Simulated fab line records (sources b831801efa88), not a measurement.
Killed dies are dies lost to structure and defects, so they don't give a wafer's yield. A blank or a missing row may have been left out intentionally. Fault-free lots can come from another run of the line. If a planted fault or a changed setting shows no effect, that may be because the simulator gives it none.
Problem report, 8D (eight disciplines) form, completed by code / flow sfq-line / the parts of the form that need people (team, actions taken, sign-off) are left out

== 1. THE PROBLEM ==
run-length-s at SFQ_TRILAYER_I3_VIA_BARC_OPEN_VIA_ETCH_121 reads a mean of 75.7 s on 2 wafers of 2 lots; wafers without a fault read 70.0 s with a standard deviation of 0.55. Relative to the usual mean, that is a shift of +10 standard deviations.
The step: etches BARC in O2, target depth 125 nm, time 41.7 s.
The first sign was on wafer L939.6 at day 47 16:16, on rie-diel-03. The record holds 18 wafers of 6 lots with a number at this step. The rule behind "out" and "out of limits": a value lying over 4 standard deviations away from the usual mean. The rest of the wafers with a number are treated as sound.

== 2. WHAT THIS IS AND IS NOT ==
question=which readings at this step | is=run-length-s, oes-product-au | is not=drypump-motor-current-A
question=which lots | is=L939, L942 | is not=L931, L936, L949, L951
question=which wafers of those lots | is=L939.6, L942.1 | is not=L939.2, L939.4, L942.2, L942.5
question=read on which tools | is=rie-diel-03 | is not=rie-diel-01
question=when | is=from day 47 16:16 | is not=up to then (8 sound wafers); but 8 sound wafers of L942, L949, L951 came after

== 3. THE SUSPECTS, EACH WITH WHAT RULES IT OUT ==
Counting: a tool at a process step up to the reading stays a suspect if it ran every lot that is out. Sound lots after the first of them don't rule it out here, since some wafers of a struck lot are sound.
- pecvd-02 at SFQ_TRILAYER_I3_DEP_PECVD_081 (deposits SiO2 from SiH4/N2O, time 111.11 s, target thk 500 nm): kept. It ran every lot that is out, first L939 (day 41 06:23).
- rie-diel-03 at SFQ_TRILAYER_I3_VIA_BARC_OPEN_VIA_ETCH_121 (etches BARC in O2, target depth 125 nm, time 41.7 s): kept. It ran every lot that is out, first L939 (day 47 16:16); its last sound lot up to then is L931 (day 43 05:25). Its own oes-product-au, run-length-s readings are out on those wafers.
Remaining after the count are pecvd-02 at SFQ_TRILAYER_I3_DEP_PECVD_081 and rie-diel-03 at SFQ_TRILAYER_I3_VIA_BARC_OPEN_VIA_ETCH_121.

== 4. THE CAUSE (what the simulator had put in) ==
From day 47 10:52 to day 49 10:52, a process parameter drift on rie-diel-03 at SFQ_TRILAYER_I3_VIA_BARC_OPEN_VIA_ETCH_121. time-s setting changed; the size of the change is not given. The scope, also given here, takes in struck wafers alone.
Counting leaves 2 suspects; this tool is one of them.

== 5. THE CHAIN OF EFFECTS, in route order ==
One row per reading whose mean, taken over the struck wafers that have a number, lies over 3 standard deviations from the usual. Only readings whose record carries a usual standard deviation are examined. hours: median over the lots of the time between each lot's start at the first step of this table that gives one and its start at this step. sigmas: the change, counted in usual standard deviations.
hours=0; step=SFQ_TRILAYER_I3_VIA_BARC_OPEN_VIA_ETCH_121; reading=oes-product-au; usual=0.686 a.u.; on struck wafers=0.647; change=-0.039; sigmas=-8.4
hours=0; step=SFQ_TRILAYER_I3_VIA_BARC_OPEN_VIA_ETCH_121; reading=run-length-s; usual=70.0 s; on struck wafers=75.7; change=+5.7; sigmas=+10
The process steps in it:
- SFQ_TRILAYER_I3_VIA_BARC_OPEN_VIA_ETCH_121: etches BARC in O2, target depth 125 nm, time 41.7 s.

== 6. HOW IT WOULD HAVE BEEN CAUGHT EARLIER ==
In this record no reading fell out of limits until day 47 16:16, 5 hours after the fault had begun at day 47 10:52.
